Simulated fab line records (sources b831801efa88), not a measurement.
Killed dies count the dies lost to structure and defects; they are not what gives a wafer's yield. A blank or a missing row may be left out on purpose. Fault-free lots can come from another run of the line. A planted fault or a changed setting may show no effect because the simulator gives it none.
8D (eight disciplines) problem report, filled in by code -- flow sky130 -- the parts of the form that need people (team, actions taken, sign-off) are left out

== 1. THE PROBLEM ==
Mean of oesProductAu at SKY_VIA3_ETCH_15: 0.379 a.u. across 6 wafers in 2 lots; on wafers with no fault it is 0.947 a.u. (standard deviation 0.0049). So: -99 or more standard deviations from the usual mean.
The step: etches SiO2 in C4F8/O2/Ar, stops on TiN, target depth 507 nm, time 78 s.
Earliest sighting: wafer L437.1 on rieDiel-03 at day 43 03:50. The record has a number at this step for 42 wafers belonging to 14 lots. The rule behind "out" and "out of limits": a value lying over 4 standard deviations away from the usual mean. Any other wafer with a number is counted as sound.

== 2. WHAT IT IS, WHAT IT ISN'T ==
question,is,is not
which readings at this step,oesProductAu,chamberPressureMTorr
which lots,"L437, L438","L428, L429, L431, L433, L439, L442, L443, L444, L445, L446, L448, L449"
which wafers of those lots,all that have a number,-
read on which tools,rieDiel-03,"rieDiel-01, rieDiel-04"
when,from day 43 03:50,"up to then (12 sound wafers); but 24 sound wafers of L439, L442, L443, L444, L445, L446, L448, L449 came after"

== 3. THE SUSPECTS, EACH WITH WHAT RULES IT OUT ==
Counting: a tool stays on the suspect list if, at a process step up to the reading, it processed all lots that are out and no sound lot following the first of them.
- rieDiel-03 at SKY_VIA3_ETCH_14 (etches BARC in N2/H2, stops on SiO2, time 45.9 s, target depth 60 nm): ruled out as a lasting fault. After its first lot that is out, L437 (day 43 03:48), sound lots L442, L446, L448, L449 ran on it.
- rieDiel-03 at SKY_VIA3_ETCH_15 (etches SiO2 in C4F8/O2/Ar, stops on TiN, target depth 507 nm, time 78 s): ruled out as a lasting fault. After its first lot that is out, L437 (day 43 03:50), sound lots L442, L446, L448, L449 ran on it.
Left after counting: nothing in the record.

== 4. THE CAUSE (what the simulator had put in) ==
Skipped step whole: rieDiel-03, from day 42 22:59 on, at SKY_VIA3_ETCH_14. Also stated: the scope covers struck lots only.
Counting ruled it out, wrongly.

== 5. SEQUENCE OF EFFECTS, ordered by route ==
Each row: a reading where the mean over the struck wafers with a number is more than 3 standard deviations away from the usual. Only readings whose record carries a usual standard deviation are examined. hours: median over the lots of the time between each lot's start at the first step of this table that gives one and its start at this step. sigmas: the change, counted in usual standard deviations.
hours,step,reading,usual,on struck wafers,change,sigmas
0,SKY_VIA3_ETCH_15,oesProductAu,0.947 a.u.,0.379,-0.569,-99 or more
0,SKY_VIA3_STRIP_16,oesProductAu,0.402 a.u.,0.420,+0.018,+3.7
0,SKY_VIA3_STRIP_16,stripTimeToEndpointS,4.137 s,4.579,+0.442,+18
Its process steps:
- SKY_VIA3_ETCH_15: etches SiO2 in C4F8/O2/Ar, stops on TiN, target depth 507 nm, time 78 s.
- SKY_VIA3_STRIP_16: strips in O2/N2.
Readings that are blank on the struck wafers while sound wafers have them: biasW at SKY_VIA3_ETCH_14; chamberPressureMTorr at SKY_VIA3_ETCH_14; drypumpMotorCurrentA at SKY_VIA3_ETCH_14; oesProductAu at SKY_VIA3_ETCH_14; throttleValvePct at SKY_VIA3_ETCH_14.

== 6. WHAT WOULD HAVE CAUGHT IT SOONER ==
First out-of-limits reading in this record: day 43 03:50, which is 5 hours after fault onset at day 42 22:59.
At SKY_VIA3_ETCH_14 the tool's readings are blank on the struck wafers, where sound wafers have them: an empty tool record is the first sign, and it was there at once.
